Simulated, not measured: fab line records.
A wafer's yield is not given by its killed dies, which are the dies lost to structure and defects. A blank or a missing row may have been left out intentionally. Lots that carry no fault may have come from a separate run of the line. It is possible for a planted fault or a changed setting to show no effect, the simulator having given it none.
Which tool did it? || flow gf180mcu || 72 wafers from 24 lots sampled at 5 of the route's 602 steps

== WHAT EACH GAUGE READ, for each wafer ==
GF_CONTACT_RS_MEAS_25: measurement is done with a four-point probe. Usual: CONTACT_W_RS typically reads 0.384 ohm/sq, with standard deviation 0.0032.
{"lot": "L074", "measured": "day 16 08:08", "on": "film-metro-03", "CONTACT_W_RS (ohm/sq)": "0.386 0.384 0.389", "flag": ""}
{"lot": "L075", "measured": "day 16 11:22", "on": "film-metro-02", "CONTACT_W_RS (ohm/sq)": "0.385 0.381 0.381", "flag": ""}
{"lot": "L076", "measured": "day 17 02:08", "on": "film-metro-03", "CONTACT_W_RS (ohm/sq)": "0.386 0.382 0.384", "flag": ""}
{"lot": "L077", "measured": "day 17 07:05", "on": "film-metro-02", "CONTACT_W_RS (ohm/sq)": "0.381 0.382 0.382", "flag": ""}
{"lot": "L078", "measured": "day 17 16:41", "on": "film-metro-04", "CONTACT_W_RS (ohm/sq)": "0.386 0.383 0.380", "flag": ""}
{"lot": "L079", "measured": "day 18 03:30", "on": "film-metro-04", "CONTACT_W_RS (ohm/sq)": "0.381 0.385 0.384", "flag": ""}
{"lot": "L080", "measured": "day 18 11:44", "on": "film-metro-03", "CONTACT_W_RS (ohm/sq)": "0.382 0.377 0.379", "flag": ""}
{"lot": "L081", "measured": "day 18 21:57", "on": "film-metro-03", "CONTACT_W_RS (ohm/sq)": "0.389 0.385 0.389", "flag": ""}
{"lot": "L082", "measured": "day 19 07:31", "on": "film-metro-04", "CONTACT_W_RS (ohm/sq)": "0.385 0.383 0.385", "flag": ""}
{"lot": "L083", "measured": "day 19 13:02", "on": "film-metro-03", "CONTACT_W_RS (ohm/sq)": "0.380 0.381 0.387", "flag": ""}
{"lot": "L084", "measured": "day 20 03:17", "on": "film-metro-03", "CONTACT_W_RS (ohm/sq)": "0.388 0.389 0.384", "flag": ""}
{"lot": "L085", "measured": "day 20 07:49", "on": "film-metro-02", "CONTACT_W_RS (ohm/sq)": "0.384 0.384 0.379", "flag": ""}
{"lot": "L086", "measured": "day 20 18:11", "on": "film-metro-02", "CONTACT_W_RS (ohm/sq)": "0.390 0.386 0.385", "flag": ""}
{"lot": "L087", "measured": "day 21 01:04", "on": "film-metro-03", "CONTACT_W_RS (ohm/sq)": "0.382 0.382 0.382", "flag": ""}
{"lot": "L088", "measured": "day 21 09:05", "on": "film-metro-02", "CONTACT_W_RS (ohm/sq)": "0.381 0.384 0.383", "flag": ""}
{"lot": "L089", "measured": "day 21 19:38", "on": "film-metro-03", "CONTACT_W_RS (ohm/sq)": "0.385 0.384 0.387", "flag": ""}
{"lot": "L090", "measured": "day 22 01:29", "on": "film-metro-03", "CONTACT_W_RS (ohm/sq)": "0.384 0.383 0.384", "flag": ""}
{"lot": "L091", "measured": "day 22 08:19", "on": "film-metro-02", "CONTACT_W_RS (ohm/sq)": "0.382 0.385 0.383", "flag": ""}
{"lot": "L092", "measured": "day 22 19:31", "on": "film-metro-03", "CONTACT_W_RS (ohm/sq)": "0.380 0.385 0.381", "flag": ""}
{"lot": "L093", "measured": "day 23 01:03", "on": "film-metro-02", "CONTACT_W_RS (ohm/sq)": "0.387 0.386 0.389", "flag": ""}
{"lot": "L094", "measured": "day 23 10:17", "on": "film-metro-03", "CONTACT_W_RS (ohm/sq)": "0.381 0.382 0.384", "flag": ""}
{"lot": "L095", "measured": "day 23 16:38", "on": "film-metro-03", "CONTACT_W_RS (ohm/sq)": "0.380 0.384 0.385", "flag": ""}
{"lot": "L096", "measured": "day 24 02:47", "on": "film-metro-02", "CONTACT_W_RS (ohm/sq)": "0.376 0.382 0.379", "flag": ""}
{"lot": "L097", "measured": "day 24 08:13", "on": "film-metro-03", "CONTACT_W_RS (ohm/sq)": "0.386 0.379 0.385", "flag": ""}

GF_V1_BOW_MEAS_05. Usual: V1_BOW typically reads 80 um, with standard deviation 6.9.
{"lot": "L074", "measured": "day 17 08:44", "on": "film-metro-03", "V1_BOW (um)": "74 78 88", "flag": ""}
{"lot": "L075", "measured": "day 17 11:47", "on": "film-metro-02", "V1_BOW (um)": "80 71 75", "flag": ""}
{"lot": "L076", "measured": "day 18 03:34", "on": "film-metro-01", "V1_BOW (um)": "84 82 86", "flag": ""}
{"lot": "L077", "measured": "day 18 07:54", "on": "film-metro-02", "V1_BOW (um)": "85 79 76", "flag": ""}
{"lot": "L078", "measured": "day 18 18:27", "on": "film-metro-01", "V1_BOW (um)": "90 69 80", "flag": ""}
{"lot": "L079", "measured": "day 19 06:03", "on": "film-metro-03", "V1_BOW (um)": "68 87 82", "flag": ""}
{"lot": "L080", "measured": "day 19 13:56", "on": "film-metro-01", "V1_BOW (um)": "76 79 87", "flag": ""}
{"lot": "L081", "measured": "day 20 00:46", "on": "film-metro-03", "V1_BOW (um)": "67 81 83", "flag": ""}
{"lot": "L082", "measured": "day 20 10:25", "on": "film-metro-01", "V1_BOW (um)": "79 87 82", "flag": ""}
{"lot": "L083", "measured": "day 20 15:25", "on": "film-metro-02", "V1_BOW (um)": "76 64 76", "flag": ""}
{"lot": "L084", "measured": "day 21 05:44", "on": "film-metro-01", "V1_BOW (um)": "91 80 81", "flag": ""}
{"lot": "L085", "measured": "day 21 10:31", "on": "film-metro-02", "V1_BOW (um)": "79 73 84", "flag": ""}
{"lot": "L086", "measured": "day 21 20:34", "on": "film-metro-02", "V1_BOW (um)": "78 79 77", "flag": ""}
{"lot": "L087", "measured": "day 22 02:37", "on": "film-metro-01", "V1_BOW (um)": "79 69 90", "flag": ""}
{"lot": "L088", "measured": "day 22 10:29", "on": "film-metro-02", "V1_BOW (um)": "86 74 82", "flag": ""}
{"lot": "L089", "measured": "day 22 20:53", "on": "film-metro-03", "V1_BOW (um)": "94 79 81", "flag": ""}
{"lot": "L090", "measured": "day 23 02:29", "on": "film-metro-03", "V1_BOW (um)": "87 82 87", "flag": ""}
{"lot": "L091", "measured": "day 23 09:03", "on": "film-metro-01", "V1_BOW (um)": "83 83 79", "flag": ""}
{"lot": "L092", "measured": "day 23 20:15", "on": "film-metro-02", "V1_BOW (um)": "83 76 89", "flag": ""}
{"lot": "L093", "measured": "day 24 01:53", "on": "film-metro-01", "V1_BOW (um)": "83 72 76", "flag": ""}
{"lot": "L094", "measured": "day 24 10:41", "on": "film-metro-01", "V1_BOW (um)": "75 69 88", "flag": ""}
{"lot": "L095", "measured": "day 24 17:12", "on": "film-metro-02", "V1_BOW (um)": "91 73 72", "flag": ""}
{"lot": "L096", "measured": "day 25 02:58", "on": "film-metro-02", "V1_BOW (um)": "81 93 91", "flag": ""}
{"lot": "L097", "measured": "day 25 07:35", "on": "film-metro-03", "V1_BOW (um)": "83 92 84", "flag": ""}

GF_M5_CD_MEAS_07: the cd target is 280 nm. Usual: cd-nm at 280.1 nm, with a standard deviation of 1.2.
{"lot": "L074", "measured": "day 26 11:29", "on": "cd-sem-01", "cd-nm (nm)": "277.6 279.2 279.2", "flag": ""}
{"lot": "L075", "measured": "day 26 14:16", "on": "cd-sem-02", "cd-nm (nm)": "281.7 281.1 281.6", "flag": ""}
{"lot": "L076", "measured": "day 27 05:31", "on": "cd-sem-02", "cd-nm (nm)": "280.2 279.0 278.9", "flag": ""}
{"lot": "L077", "measured": "day 27 09:13", "on": "cd-sem-02", "cd-nm (nm)": "281.2 281.3 280.7", "flag": ""}
{"lot": "L078", "measured": "day 27 17:19", "on": "cd-sem-02", "cd-nm (nm)": "280.5 280.6 279.7", "flag": ""}
{"lot": "L079", "measured": "day 28 04:17", "on": "cd-sem-02", "cd-nm (nm)": "280.7 281.0 281.9", "flag": ""}
{"lot": "L080", "measured": "day 28 10:25", "on": "cd-sem-02", "cd-nm (nm)": "280.0 280.2 279.2", "flag": ""}
{"lot": "L081", "measured": "day 28 18:41", "on": "cd-sem-02", "cd-nm (nm)": "278.7 279.3 279.8", "flag": ""}
{"lot": "L082", "measured": "day 29 00:59", "on": "cd-sem-01", "cd-nm (nm)": "280.0 280.8 280.1", "flag": ""}
{"lot": "L083", "measured": "day 29 06:43", "on": "cd-sem-02", "cd-nm (nm)": "278.3 279.6 278.3", "flag": ""}
{"lot": "L084", "measured": "day 29 16:48", "on": "cd-sem-01", "cd-nm (nm)": "279.6 278.3 279.1", "flag": ""}
{"lot": "L085", "measured": "day 29 21:07", "on": "cd-sem-01", "cd-nm (nm)": "281.5 281.6 280.5", "flag": ""}
{"lot": "L086", "measured": "day 30 06:15", "on": "cd-sem-01", "cd-nm (nm)": "280.2 279.5 280.3", "flag": ""}
{"lot": "L087", "measured": "day 30 11:33", "on": "cd-sem-01", "cd-nm (nm)": "278.5 278.1 278.9", "flag": ""}
{"lot": "L088", "measured": "day 30 18:04", "on": "cd-sem-02", "cd-nm (nm)": "279.5 280.2 279.7", "flag": ""}
{"lot": "L089", "measured": "day 31 01:43", "on": "cd-sem-01", "cd-nm (nm)": "280.2 280.8 280.5", "flag": ""}
{"lot": "L090", "measured": "day 31 06:09", "on": "cd-sem-01", "cd-nm (nm)": "279.7 279.5 277.9", "flag": ""}
{"lot": "L091", "measured": "day 31 13:08", "on": "cd-sem-01", "cd-nm (nm)": "282.0 280.6 280.2", "flag": ""}
{"lot": "L092", "measured": "day 31 20:22", "on": "cd-sem-02", "cd-nm (nm)": "280.5 280.4 281.0", "flag": ""}
{"lot": "L093", "measured": "day 32 01:15", "on": "cd-sem-02", "cd-nm (nm)": "282.0 282.1 281.1", "flag": ""}
{"lot": "L094", "measured": "day 32 07:36", "on": "cd-sem-02", "cd-nm (nm)": "280.6 281.0 279.4", "flag": ""}
{"lot": "L095", "measured": "day 32 12:46", "on": "cd-sem-01", "cd-nm (nm)": "283.1 281.4 282.7", "flag": ""}
{"lot": "L096", "measured": "day 32 20:10", "on": "cd-sem-02", "cd-nm (nm)": "280.3 280.7 282.5", "flag": ""}
{"lot": "L097", "measured": "day 32 22:33", "on": "cd-sem-01", "cd-nm (nm)": "278.5 279.2 279.0", "flag": ""}

== TOOL THAT RAN EACH LOT (tool first, then ch and the chambers of the sampled wafers, then the start) ==
{"lot": "L074", "GF_V1_SPUTTER_22": "pvd-sputter-03, day 18 08:20", "GF_MIM_SPUTTER_08": "pvd-sputter-02, day 24 16:01"}
{"lot": "L075", "GF_V1_SPUTTER_22": "pvd-sputter-01, day 18 12:09", "GF_MIM_SPUTTER_08": "pvd-sputter-01, day 24 19:46"}
{"lot": "L076", "GF_V1_SPUTTER_22": "pvd-sputter-01, day 19 04:51", "GF_MIM_SPUTTER_08": "pvd-sputter-02, day 25 11:30"}
{"lot": "L077", "GF_V1_SPUTTER_22": "pvd-sputter-01, day 19 09:04", "GF_MIM_SPUTTER_08": "pvd-sputter-04, day 25 14:37"}
{"lot": "L078", "GF_V1_SPUTTER_22": "pvd-sputter-02, day 19 20:01", "GF_MIM_SPUTTER_08": "pvd-sputter-04, day 25 22:56"}
{"lot": "L079", "GF_V1_SPUTTER_22": "pvd-sputter-01, day 20 07:32", "GF_MIM_SPUTTER_08": "pvd-sputter-04, day 26 10:38"}
{"lot": "L080", "GF_V1_SPUTTER_22": "pvd-sputter-02, day 20 15:08", "GF_MIM_SPUTTER_08": "pvd-sputter-04, day 26 17:09"}
{"lot": "L081", "GF_V1_SPUTTER_22": "pvd-sputter-03, day 21 02:05", "GF_MIM_SPUTTER_08": "pvd-sputter-01, day 27 02:33"}
{"lot": "L082", "GF_V1_SPUTTER_22": "pvd-sputter-03, day 21 11:38", "GF_MIM_SPUTTER_08": "pvd-sputter-04, day 27 09:26"}
{"lot": "L083", "GF_V1_SPUTTER_22": "pvd-sputter-03, day 21 16:54", "GF_MIM_SPUTTER_08": "pvd-sputter-04, day 27 14:41"}
{"lot": "L084", "GF_V1_SPUTTER_22": "pvd-sputter-01, day 22 06:43", "GF_MIM_SPUTTER_08": "pvd-sputter-02, day 28 00:55"}
{"lot": "L085", "GF_V1_SPUTTER_22": "pvd-sputter-03, day 22 10:52", "GF_MIM_SPUTTER_08": "pvd-sputter-02, day 28 06:01"}
{"lot": "L086", "GF_V1_SPUTTER_22": "pvd-sputter-02, day 22 20:56", "GF_MIM_SPUTTER_08": "pvd-sputter-04, day 28 15:11"}
{"lot": "L087", "GF_V1_SPUTTER_22": "pvd-sputter-01, day 23 03:19", "GF_MIM_SPUTTER_08": "pvd-sputter-01, day 28 21:13"}
{"lot": "L088", "GF_V1_SPUTTER_22": "pvd-sputter-02, day 23 10:24", "GF_MIM_SPUTTER_08": "pvd-sputter-02, day 29 03:53"}
{"lot": "L089", "GF_V1_SPUTTER_22": "pvd-sputter-01, day 23 20:38", "GF_MIM_SPUTTER_08": "pvd-sputter-02, day 29 13:22"}
{"lot": "L090", "GF_V1_SPUTTER_22": "pvd-sputter-02, day 24 02:08", "GF_MIM_SPUTTER_08": "pvd-sputter-01, day 29 16:28"}
{"lot": "L091", "GF_V1_SPUTTER_22": "pvd-sputter-03, day 24 09:11", "GF_MIM_SPUTTER_08": "pvd-sputter-01, day 29 23:45"}
{"lot": "L092", "GF_V1_SPUTTER_22": "pvd-sputter-02, day 24 19:22", "GF_MIM_SPUTTER_08": "pvd-sputter-04, day 30 07:40"}
{"lot": "L093", "GF_V1_SPUTTER_22": "pvd-sputter-03, day 25 01:13", "GF_MIM_SPUTTER_08": "pvd-sputter-04, day 30 12:53"}
{"lot": "L094", "GF_V1_SPUTTER_22": "pvd-sputter-01, day 25 09:23", "GF_MIM_SPUTTER_08": "pvd-sputter-02, day 30 19:59"}
{"lot": "L095", "GF_V1_SPUTTER_22": "pvd-sputter-01, day 25 15:56", "GF_MIM_SPUTTER_08": "pvd-sputter-01, day 31 00:47"}
{"lot": "L096", "GF_V1_SPUTTER_22": "pvd-sputter-03, day 26 01:24", "GF_MIM_SPUTTER_08": "pvd-sputter-02, day 31 09:48"}
{"lot": "L097", "GF_V1_SPUTTER_22": "pvd-sputter-01, day 26 05:05", "GF_MIM_SPUTTER_08": "pvd-sputter-04, day 31 12:53"}
- GF_V1_SPUTTER_22: material TiN, target thk 10 nm, time 40 s.
- GF_MIM_SPUTTER_08: material AlCu, target thk 200 nm, time 10.6 s.

== WHAT THE TOOLS THEMSELVES READ (means of the sampled wafers that have a number; where no wafer has one, the mark that the record gives instead) ==
GF_V1_SPUTTER_22. Usual: throttle-valve-pct at 29.9 %, with a standard deviation of 1.1.
{"lot": "L074", "tool": "pvd-sputter-03", "throttle-valve-pct (%)": 30.6, "flag": ""}
{"lot": "L075", "tool": "pvd-sputter-01", "throttle-valve-pct (%)": 29.1, "flag": ""}
{"lot": "L076", "tool": "pvd-sputter-01", "throttle-valve-pct (%)": 29.9, "flag": ""}
{"lot": "L077", "tool": "pvd-sputter-01", "throttle-valve-pct (%)": 29.3, "flag": ""}
{"lot": "L078", "tool": "pvd-sputter-02", "throttle-valve-pct (%)": 30.5, "flag": ""}
{"lot": "L079", "tool": "pvd-sputter-01", "throttle-valve-pct (%)": 29.2, "flag": ""}
{"lot": "L080", "tool": "pvd-sputter-02", "throttle-valve-pct (%)": 30.5, "flag": ""}
{"lot": "L081", "tool": "pvd-sputter-03", "throttle-valve-pct (%)": 31.8, "flag": ""}
{"lot": "L082", "tool": "pvd-sputter-03", "throttle-valve-pct (%)": 30.3, "flag": ""}
{"lot": "L083", "tool": "pvd-sputter-03", "throttle-valve-pct (%)": 30.6, "flag": ""}
{"lot": "L084", "tool": "pvd-sputter-01", "throttle-valve-pct (%)": 29.2, "flag": ""}
{"lot": "L085", "tool": "pvd-sputter-03", "throttle-valve-pct (%)": 30.6, "flag": ""}
{"lot": "L086", "tool": "pvd-sputter-02", "throttle-valve-pct (%)": 30.5, "flag": ""}
{"lot": "L087", "tool": "pvd-sputter-01", "throttle-valve-pct (%)": 29.3, "flag": ""}
{"lot": "L088", "tool": "pvd-sputter-02", "throttle-valve-pct (%)": 30.9, "flag": ""}
{"lot": "L089", "tool": "pvd-sputter-01", "throttle-valve-pct (%)": 29.9, "flag": ""}
{"lot": "L090", "tool": "pvd-sputter-02", "throttle-valve-pct (%)": 30.5, "flag": ""}
{"lot": "L091", "tool": "pvd-sputter-03", "throttle-valve-pct (%)": 29.3, "flag": ""}
{"lot": "L092", "tool": "pvd-sputter-02", "throttle-valve-pct (%)": 30.1, "flag": ""}
{"lot": "L093", "tool": "pvd-sputter-03", "throttle-valve-pct (%)": 29.4, "flag": ""}
{"lot": "L094", "tool": "pvd-sputter-01", "throttle-valve-pct (%)": 29.0, "flag": ""}
{"lot": "L095", "tool": "pvd-sputter-01", "throttle-valve-pct (%)": 29.2, "flag": ""}
{"lot": "L096", "tool": "pvd-sputter-03", "throttle-valve-pct (%)": 30.2, "flag": ""}
{"lot": "L097", "tool": "pvd-sputter-01", "throttle-valve-pct (%)": 29.9, "flag": ""}

GF_MIM_SPUTTER_08. Usual: throttle-valve-pct at 29.9 %, with a standard deviation of 0.96.
{"lot": "L074", "tool": "pvd-sputter-02", "throttle-valve-pct (%)": 30.6, "flag": ""}
{"lot": "L075", "tool": "pvd-sputter-01", "throttle-valve-pct (%)": 30.2, "flag": ""}
{"lot": "L076", "tool": "pvd-sputter-02", "throttle-valve-pct (%)": 30.7, "flag": ""}
{"lot": "L077", "tool": "pvd-sputter-04", "throttle-valve-pct (%)": 29.0, "flag": ""}
{"lot": "L078", "tool": "pvd-sputter-04", "throttle-valve-pct (%)": 29.2, "flag": ""}
{"lot": "L079", "tool": "pvd-sputter-04", "throttle-valve-pct (%)": 29.9, "flag": ""}
{"lot": "L080", "tool": "pvd-sputter-04", "throttle-valve-pct (%)": 29.8, "flag": ""}
{"lot": "L081", "tool": "pvd-sputter-01", "throttle-valve-pct (%)": 29.4, "flag": ""}
{"lot": "L082", "tool": "pvd-sputter-04", "throttle-valve-pct (%)": 28.6, "flag": ""}
{"lot": "L083", "tool": "pvd-sputter-04", "throttle-valve-pct (%)": 30.1, "flag": ""}
{"lot": "L084", "tool": "pvd-sputter-02", "throttle-valve-pct (%)": 30.1, "flag": ""}
{"lot": "L085", "tool": "pvd-sputter-02", "throttle-valve-pct (%)": 30.8, "flag": ""}
{"lot": "L086", "tool": "pvd-sputter-04", "throttle-valve-pct (%)": 29.3, "flag": ""}
{"lot": "L087", "tool": "pvd-sputter-01", "throttle-valve-pct (%)": 29.3, "flag": ""}
{"lot": "L088", "tool": "pvd-sputter-02", "throttle-valve-pct (%)": 30.7, "flag": ""}
{"lot": "L089", "tool": "pvd-sputter-02", "throttle-valve-pct (%)": 30.4, "flag": ""}
{"lot": "L090", "tool": "pvd-sputter-01", "throttle-valve-pct (%)": 29.0, "flag": ""}
{"lot": "L091", "tool": "pvd-sputter-01", "throttle-valve-pct (%)": 29.3, "flag": ""}
{"lot": "L092", "tool": "pvd-sputter-04", "throttle-valve-pct (%)": 29.3, "flag": ""}
{"lot": "L093", "tool": "pvd-sputter-04", "throttle-valve-pct (%)": 29.5, "flag": ""}
{"lot": "L094", "tool": "pvd-sputter-02", "throttle-valve-pct (%)": 30.1, "flag": ""}
{"lot": "L095", "tool": "pvd-sputter-01", "throttle-valve-pct (%)": 29.8, "flag": ""}
{"lot": "L096", "tool": "pvd-sputter-02", "throttle-valve-pct (%)": 30.6, "flag": ""}
{"lot": "L097", "tool": "pvd-sputter-04", "throttle-valve-pct (%)": 29.3, "flag": ""}

== THE ANSWER, worked out from the rows above alone ==
Rule: a lot counts as off when the mean over its wafers that have a number is more than 3 standard deviations away from the usual mean. Also off: a lot with no number at a reading for which 4 or more lots have one. All remaining lots with rows at the step are treated as sound. After the gauges, taken in route order, come the tools' own readings; for these a lot's mean is taken, as printed above. At the first step where some lot is off, the reading lying furthest off is the one used; lots without a number count as furthest.
No lot is off on any of the readings shown, so nothing can be concluded from this.

== WHAT THE SIMULATOR HAD PUT IN ==
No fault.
